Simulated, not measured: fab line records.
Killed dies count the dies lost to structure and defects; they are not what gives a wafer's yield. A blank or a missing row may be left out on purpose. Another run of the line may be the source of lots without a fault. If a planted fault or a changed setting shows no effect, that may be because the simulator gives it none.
Which tool did it? | flow sky130 | 33 wafers from 11 lots sampled at 2 of the route's 708 steps

## WHAT THE GAUGES READ, wafer by wafer
SKY_VIA2_THK_MEAS_01.
lot  | measured     | on           | VIA2_HDPCVD_THK (nm)
L993 | day 35 11:59 | filmMetro-01 | 1166 1186 1167
L994 | day 35 20:05 | filmMetro-04 | 1185 1175 1174
L995 | day 36 05:08 | filmMetro-03 | 1188 1172 1182
L100 | day 38 09:13 | filmMetro-03 | 1169 1162 1164
L101 | day 38 16:22 | filmMetro-01 | 1161 1149 1150
L102 | day 38 20:09 | filmMetro-03 | 1190 1186 1190
L105 | day 39 18:23 | filmMetro-04 | 1168 1166 1170
L106 | day 39 21:07 | filmMetro-01 | 1178 1189 1179
L111 | day 41 09:05 | filmMetro-04 | 1177 1196 1196
L112 | day 41 10:50 | filmMetro-03 | 1173 1165 1170
L115 | day 42 07:53 | filmMetro-03 | 1179 1187 1177

SKY_VIA3_BOW_MEAS_03.
lot  | measured     | on           | VIA3_BOW (um)
L993 | day 38 21:44 | filmMetro-02 | 80 85 93
L994 | day 39 05:52 | filmMetro-02 | 73 71 74
L995 | day 39 15:25 | filmMetro-03 | 78 85 79
L100 | day 41 15:18 | filmMetro-01 | 83 69 93
L101 | day 41 22:43 | filmMetro-02 | 74 69 67
L102 | day 42 01:28 | filmMetro-02 | 71 74 86
L105 | day 42 22:47 | filmMetro-01 | 78 76 71
L106 | day 43 00:53 | filmMetro-01 | 79 73 89
L111 | day 44 11:26 | filmMetro-01 | 80 82 68
L112 | day 44 14:05 | filmMetro-01 | 85 76 81
L115 | day 45 09:12 | filmMetro-01 | 76 75 86

## TOOL THAT RAN EACH LOT (tool first, then ch and the chambers of the sampled wafers, then the start)
Before these readings, the record contains no process step.

## WHAT THE TOOLS THEMSELVES READ (means of the sampled wafers that have a number; where no wafer has one, the mark that the record gives instead)
The record holds no such reading with a usual standard deviation.

## THE ANSWER, worked out from the rows above alone
Rule: the usual values come from the lots themselves. The widest of any qualifying gaps counts: lots, ordered by their means at a reading, are off when they make up no more than a third of the lots, leave a main group of 4 or more, and stand apart from it by 3 or more times the standard deviation of that group's means. The tables above print the reading to a certain number of digits; a main group whose means all agree to those digits is not used. Also off: a lot with no number at a reading for which 4 or more lots have one. All remaining lots with rows at the step are treated as sound. First the gauges in route order, then the tools' own readings, where a lot's mean is used as printed above. The first step at which some lot is off is used, and at that step the reading that is off furthest; a lot without a number counts as furthest.
None of the lots is off at any reading shown; this tells nothing.

## WHAT WAS PUT IN BY THE SIMULATOR
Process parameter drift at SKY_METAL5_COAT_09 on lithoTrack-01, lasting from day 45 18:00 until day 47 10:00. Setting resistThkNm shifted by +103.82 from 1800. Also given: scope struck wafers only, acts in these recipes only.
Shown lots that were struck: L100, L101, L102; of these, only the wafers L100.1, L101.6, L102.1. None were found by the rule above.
